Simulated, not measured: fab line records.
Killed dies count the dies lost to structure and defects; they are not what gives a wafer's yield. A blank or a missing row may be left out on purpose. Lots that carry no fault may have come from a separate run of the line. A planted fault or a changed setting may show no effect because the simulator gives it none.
Comparing a struck lot with a sound one | flow sky130 | 17 out of 708 route steps
Sound: these wafers, L113.1, L113.4, L113.5. Struck: wafers L131.2, L131.3, L131.5. Last of all comes the cause.
Each step with rows lists, per side, the tool, then ch with its chambers, then its first start. Under that, the readings that differ: sound wafers | struck wafers | difference of the means | sigmas: that difference in standard deviations of wafers without a fault.
alike: same words and numbers on both sides, and readings whose means sit less than 2 such deviations apart. not compared: any withheld reading, any reading some wafer has no value for, any bound like >300 that may hide the same value, and any number with overlapping values for which the record gives no deviation.
A row with sigmas, a row that says differs or no value, or rows on one side alone: a step with any of these is where the two part. Numbers that don't overlap but have no deviation are shown without sigmas and don't part them. A reading that every wafer of one side lacks parts them only if that side has two wafers or more.

first, 5 steps without rows for these wafers: SKY_SD_N_COAT_02 (resist thk 1140 nm); SKY_SD_N_SOFTBAKE_03 (time 60 s); SKY_SD_N_EXPOSE_04 (exposes mask NSDM, target cd 380 nm); SKY_SD_N_PEB_05; SKY_SD_N_DEVELOP_06 (develop time 60 s).
SKY_SD_N_CD_MEAS_07 targets a cd of 380 nm.
  sound on cd sem-01, day 28 04:19; struck on cd sem-01, day 34 00:46
  alike: cd nm
SKY_SD_N_OVL_MEAS_08:
  sound on overlay-01, day 28 04:26; struck on overlay-02, day 34 00:52
  alike: SD_N_OVL
then, 2 steps without rows for these wafers: SKY_SD_N_IMPLANT_09; SKY_SD_N_IMPLANT_10.
SKY_SD_N_STRIP_11: strips in O2/N2.
  sound on plasma asher-01 ch 0,1, day 28 04:46; struck on plasma asher-04 ch 0,1, day 34 01:12
  alike: chamber pressure mTorr, drypump motor current A, oes product au, strip time to endpoint s
  not compared: rf hours counter h
SKY_SD_N_TW_MEAS_12:
  sound on film metro-03, day 28 04:52; struck on film metro-03, day 34 01:19
  alike: SD_N_TW
then, 1 step without rows for these wafers: SKY_SD_N_CLEAN_13 (cleans in SC1/SC2, time 150 s).
SKY_SD_N_RTA_14: time 2 s.
  sound on rtp anneal-01 ch 0, day 28 05:02; struck on rtp anneal-01 ch 0, day 34 01:26
  reading            | sound                | struck               | difference | sigmas
  lamp power pct (%) | 15.78 15.65 15.67    | 16.49 16.58 16.51    | +0.83      | +15
  wafer_temp_C_max   | 1077.8 1079.0 1078.6 | 1108.2 1104.7 1109.2 | +28.9      | +24
  alike: ramp down c per s
SKY_SD_N_RS_MEAS_16: uses a four-point probe to measure.
  sound on film metro-01, day 28 05:12; struck on film metro-01, day 34 01:37
  reading          | sound             | struck            | difference | sigmas
  SD_N_RS (ohm/sq) | 68.52 68.57 68.54 | 63.15 63.18 63.18 | -5.37      | -34
SKY_SD_N_RS_MEAS_17: uses a four-point probe to measure.
  sound on film metro-01, day 28 05:19; struck on film metro-01, day 34 01:44
  reading          | sound             | struck            | difference | sigmas
  SD_P_RS (ohm/sq) | 147.3 146.9 146.9 | 121.4 121.3 121.8 | -25.5      | -59
SKY_SD_N_RS_MEAS_18: uses a four-point probe to measure.
  sound on film metro-01, day 28 05:26; struck on film metro-01, day 34 01:51
  reading               | sound             | struck            | difference | sigmas
  RES_XHIGH_RS (ohm/sq) | 333.1 333.7 333.9 | 330.4 330.3 329.9 | -3.4       | -2
-- a jump in the record: the struck wafers' starts before and after are 16 days apart (it breaks off in module SD_N and resumes in module PAD_OPEN, where the first step shown is number 708 of the route) --
SKY_PAD_OPEN_PROBE_99:
  sound on prober-02, day 46 01:18; struck on prober-02, day 50 02:24
  reading                                | sound             | struck            | difference | sigmas
  model.etest.res xhigh po.line ohm um   | 5807 5595 5876    | 4434 4288 4258    | -1433      |
  model.etest.res xhigh po.rs ohm sq     | 2067 1987 2050    | 1540 1505 1507    | -517       |
  model.etest.pfet_01v8.r on ohm um      | 2962 2926 2938    | 2527 2465 2501    | -444       |
  model.etest.res pdiff.line ohm um      | 1397 1392 1390    | 1115 1106 1099    | -286       |
  model.etest.res high po.line ohm um    | 751.8 736.4 761.3 | 612.6 601.8 597   | -146.0     |
  model.etest.pfet g5v0d10v5.r on ohm um | 4850 4783 4803    | 4604 4564 4588    | -227       |
  model.etest.licon high po.rc ohm       | 350.9 345.3 357.6 | 247.8 236.6 247   | -107.5     |
  model.etest.res ndiff.line ohm um      | 792.2 783.2 774.4 | 687.4 675.6 681.7 | -101.7     |
  alike: killed_at_M0_to_M3, killed_at_M4_up, killed at contacts, killed at front end, killed at other, killed dies, killed on rim, killed open, killed short

## WHERE THEY PART
First at SKY_SD_N_RTA_14; last, within this record, at SKY_SD_N_RS_MEAS_18. Later steps at which nothing parts them and some readings are alike: SKY_PAD_OPEN_PROBE_99.

WHY: what had been put in by the simulator
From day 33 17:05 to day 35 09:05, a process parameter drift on rtp anneal-01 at SKY_SD_N_RTA_14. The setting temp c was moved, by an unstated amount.
